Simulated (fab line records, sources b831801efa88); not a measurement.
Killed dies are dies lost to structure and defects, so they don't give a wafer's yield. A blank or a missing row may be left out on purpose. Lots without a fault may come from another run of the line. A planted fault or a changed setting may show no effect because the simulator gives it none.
Chamber matching | flow gf180mcu | GF_V3_CVD_02 on pecvd-03: 3 sister chambers
The step deposits SiO2 from TEOS, target thk 850 nm, time 94.851 s. 16 wafers are shown with their chamber, then 8 later ones without.

WAFERS WITH THEIR CHAMBER
wafer  | chamber | heater_power_w (W)
L074.1 | 1       | 650
L074.2 | 0       | 608
L074.3 | 2       | 722
L074.4 | 0       | 663
L074.5 | 2       | 574
L074.6 | 1       | 701
L083.1 | 2       | 577
L083.2 | 1       | 720
L083.5 | 1       | 769
L088.2 | 2       | 686
L088.4 | 1       | 715
L088.6 | 0       | 641
L092.1 | 0       | 678
L092.2 | 1       | 651
L092.5 | 2       | 587
L093.1 | 1       | 766

SIGNATURES (means of the wafers above)
reading        | chamber 0 | chamber 1 | chamber 2 | scatter within a chamber
heater_power_w | 647.50    | 710.29    | 629.20    | 52.7
Rule: a wafer's distance from a chamber is the root of the sum, over the readings, of the square of ((its reading less the chamber's mean) divided by the reading's scatter). The wafer belongs to the nearest chamber; if the next one is less than 2 further off, it can't be placed. The scatter: the root of (the sum of the squares of (reading less its chamber's mean) over the shown wafers, divided by (wafers less chambers)).

WAFERS WITHOUT THEIR CHAMBER
wafer  | heater_power_w (W)
L093.4 | 687
L093.5 | 680
L094.1 | 757
L094.2 | 708
L094.3 | 608
L095.1 | 684
L095.3 | 741
L095.6 | 701

WHICH CHAMBER EACH WENT THROUGH
wafer  | from the rows above          | in truth
L093.4 | can't be placed: 1 or 0 or 2 | 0
L093.5 | can't be placed: 1 or 0 or 2 | 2
L094.1 | can't be placed: 1 or 0 or 2 | 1
L094.2 | can't be placed: 1 or 0 or 2 | 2
L094.3 | can't be placed: 2 or 0 or 1 | 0
L095.1 | can't be placed: 1 or 0 or 2 | 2
L095.3 | can't be placed: 1 or 0 or 2 | 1
L095.6 | can't be placed: 1 or 0 or 2 | 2
Placed correctly: 0 of 8. Can't be placed from these rows: 8 (the true chamber is among the candidates in 8). Placed wrongly: 0.
